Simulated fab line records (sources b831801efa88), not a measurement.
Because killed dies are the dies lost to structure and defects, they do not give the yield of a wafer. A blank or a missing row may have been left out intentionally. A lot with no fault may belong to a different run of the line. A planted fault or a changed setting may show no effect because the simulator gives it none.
One fault through the eyes of 2 desks ; flow gf180mcu ; numbers are kept per desk, each desk with only its own; the story behind them comes last

## THE METROLOGY DESK
Lot by lot, what the gauges showed, no matter which tool ran the lot: averages of those sampled wafers that carry a number. Marked OUT: a lot whose mean sits more than 4 standard deviations from the usual mean, which makes it out of limits; the brackets give that distance.
Columns: A = DUAL_GATE_OVL at GF_DUAL_GATE_OVL_MEAS_11, usual -0.8 nm; B = POLY_GATE_OVL at GF_POLY_GATE_OVL_MEAS_11, usual -2 nm; C = CONTACT_CVD_02_THK at GF_CONTACT_THK_MEAS_03, usual 859 nm
lot;first seen here;A;B;C
L493;day 8 11:48;0.5;-13;855
L495;day 8 23:38;-2.3;5;859
L497;day 9 15:53;-2.1;3;861
L498;day 9 23:39;-1.0;-9;860
L500;day 10 14:50;-2.8;2;867
L501;day 10 21:49;-1.5;2;850
L502;day 11 03:44;-1.2;-1;860
L504;day 11 19:29;-1.0;1;864
L508;day 13 10:52;-0.6;-1;849
L510;day 13 21:25;-1.6;-2;868
L512;day 14 02:40;-1.5;-5;864
L511;day 14 03:09;-1.1;1;858
L513;day 14 13:02;0.0;1;853
This desk found nothing out of limits on any of the 13 lots.

## THE TOOL OWNER'S DESK: implanter-04
The tool's own readings at GF_NSD_IMPLANT_10, given as means over the sampled wafers that have a number, one for each lot that went through this tool. Marked OUT: a lot whose mean sits more than 4 standard deviations from the usual mean, which makes it out of limits; the brackets give that distance.
Columns: A = beam energy keV at GF_NSD_IMPLANT_10, usual 40.001; B = dose ions cm2 at GF_NSD_IMPLANT_10, usual 5e+14
lot;first seen here;A;B
L493;day 13 09:52;40.023;5e+14
L495;day 14 02:14;39.990;5e+14
L500;day 16 05:15;40.014;5e+14
L508;day 19 08:27;44.871 (+99 or more) OUT;5e+14
L510;day 19 20:50;44.864 (+99 or more) OUT;5e+14
L511;day 20 04:52;44.867 (+99 or more) OUT;5e+14
This desk's finding: out of limits on L508, L510, L511; first on L508, day 19 08:27 (beam energy keV at GF_NSD_IMPLANT_10). L493, L495, L500: within limits.

## BROUGHT TOGETHER
An alarm could have come from the tool owner's desk at day 19 08:27, on L508, L510, L511.
The metrology desk saw nothing out of limits.
The metrology desk has L508, L510, L511 on record, within its limits.
The lots listed all ran GF_NSD_IMPLANT_10 on implanter-04.

## WHAT WAS PUT IN BY THE SIMULATOR
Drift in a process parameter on implanter-04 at GF_NSD_IMPLANT_10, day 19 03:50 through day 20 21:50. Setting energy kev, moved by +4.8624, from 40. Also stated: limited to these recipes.
Struck lots among those shown: L508, L510, L511.
Time in hours from fault onset to the first out-of-limits reading at each desk: the tool owner's desk, 5.
